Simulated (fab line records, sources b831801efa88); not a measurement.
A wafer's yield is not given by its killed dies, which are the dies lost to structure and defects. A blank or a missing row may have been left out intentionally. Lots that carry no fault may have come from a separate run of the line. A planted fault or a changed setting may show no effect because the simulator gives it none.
Struck lot and sound lot, side by side :: flow sky130 :: 15 steps out of a route of 708
Sound: wafers L864.1, L864.4, L864.5. Struck: wafer L873.1 (left out: L873.3, L873.4 of the same lot, which were not struck); the cause appears at the end.
Each step with rows lists, per side, the tool, then ch with its chambers, then its first start. Under that, the readings that differ: sound wafers :: struck wafers :: difference of the means :: sigmas: that difference in standard deviations of wafers without a fault.
alike: readings whose means differ by less than 2 such deviations, and words and numbers that are the same on both sides. not compared: withheld readings, readings that some wafer has no value for, bounds like >300 that may hide the same value, and numbers for which the record gives no deviation and whose values overlap.
The two part at a step that has a row with sigmas, a row that says differs or no value, or rows on one side only. Numbers that have no deviation but don't overlap get no sigmas and don't part them. A reading missing from all wafers of one side parts the sides only when that side holds two or more wafers.

SKY_POLY_GATE_THK_MEAS_04:
  sound on film_metro-03, day 16 16:29; struck on film_metro-04, day 19 19:09
  alike: POLY_GATE_CVD_03_THK
then, 8 steps without rows for these wafers: SKY_POLY_GATE_DEHYDRATE_05 (time 60 s); SKY_POLY_GATE_HMDS_06 (prime time 60 s); SKY_POLY_GATE_COAT_07 (resist thk 110 nm); SKY_POLY_GATE_COAT_08 (resist thk 450 nm); SKY_POLY_GATE_SOFTBAKE_09 (time 90 s); SKY_POLY_GATE_EXPOSE_10 (exposes mask P1M, target cd 150 nm); SKY_POLY_GATE_PEB_11; SKY_POLY_GATE_DEVELOP_12 (develop time 60 s).
SKY_POLY_GATE_CD_MEAS_13: the cd target is 150 nm.
  sound on cd_sem-02, day 17 21:59; struck on cd_sem-01, day 21 01:32
  alike: cd_nm
SKY_POLY_GATE_OVL_MEAS_14:
  sound on overlay-02, day 17 22:07; struck on overlay-01, day 21 01:40
reading: POLY_GATE_OVL (nm)
sound: -6 -3 -2
struck: 7
difference: +11
sigmas: +2
SKY_POLY_GATE_ETCH_15: etches BARC in N2/H2, stops on SiO2, time 118.5 s, target depth 110 nm.
  sound on rie_diel-04 ch 1,3, day 17 22:08; struck on rie_diel-02 ch 3, day 21 01:41
reading: throttle_valve_pct (%)
sound: 13.215 13.215 13.212
struck: 13.196
difference: -0.018
sigmas: -2
  alike: bias_w, drypump_motor_current_A, h2_flow_sccm, oes_product_au
  not compared: rf_hours_counter_h
SKY_POLY_GATE_ETCH_16: etches Si3N4 in CH3F/O2, stops on poly-Si, time 147.5 s, target depth 75 nm.
  sound on rie_diel-04 ch 1,3, day 17 22:14; struck on rie_diel-02 ch 3, day 21 01:47
reading: bias_w (W)
sound: 79.64 79.99 79.87
struck: 73.78
difference: -6.05
sigmas: -26
  alike: drypump_motor_current_A, oes_product_au, throttle_valve_pct
  not compared: rf_hours_counter_h
SKY_POLY_GATE_ETCH_17: etches poly-Si in HBr/Cl2, stops on SiO2, target depth 180 nm, time 70.5 s.
  sound on rie_si-02 ch 0,2, day 17 22:20; struck on rie_si-01 ch 2, day 21 01:52
  alike: bias_w, drypump_motor_current_A, oes_product_au, throttle_valve_pct
  not compared: rf_hours_counter_h
-- a jump in the record: the struck wafers' starts before and after are 28 days apart (it breaks off in module POLY_GATE and resumes in module PAD_OPEN, where the first step shown is number 708 of the route) --
SKY_PAD_OPEN_PROBE_99:
  record: rows for the struck wafers here (prober-01, day 48 22:52), none for the sound ones

== WHERE THEY PART ==
Earliest at SKY_POLY_GATE_OVL_MEAS_14; latest, in this record, at SKY_PAD_OPEN_PROBE_99.

WHY: the cause the simulator had injected
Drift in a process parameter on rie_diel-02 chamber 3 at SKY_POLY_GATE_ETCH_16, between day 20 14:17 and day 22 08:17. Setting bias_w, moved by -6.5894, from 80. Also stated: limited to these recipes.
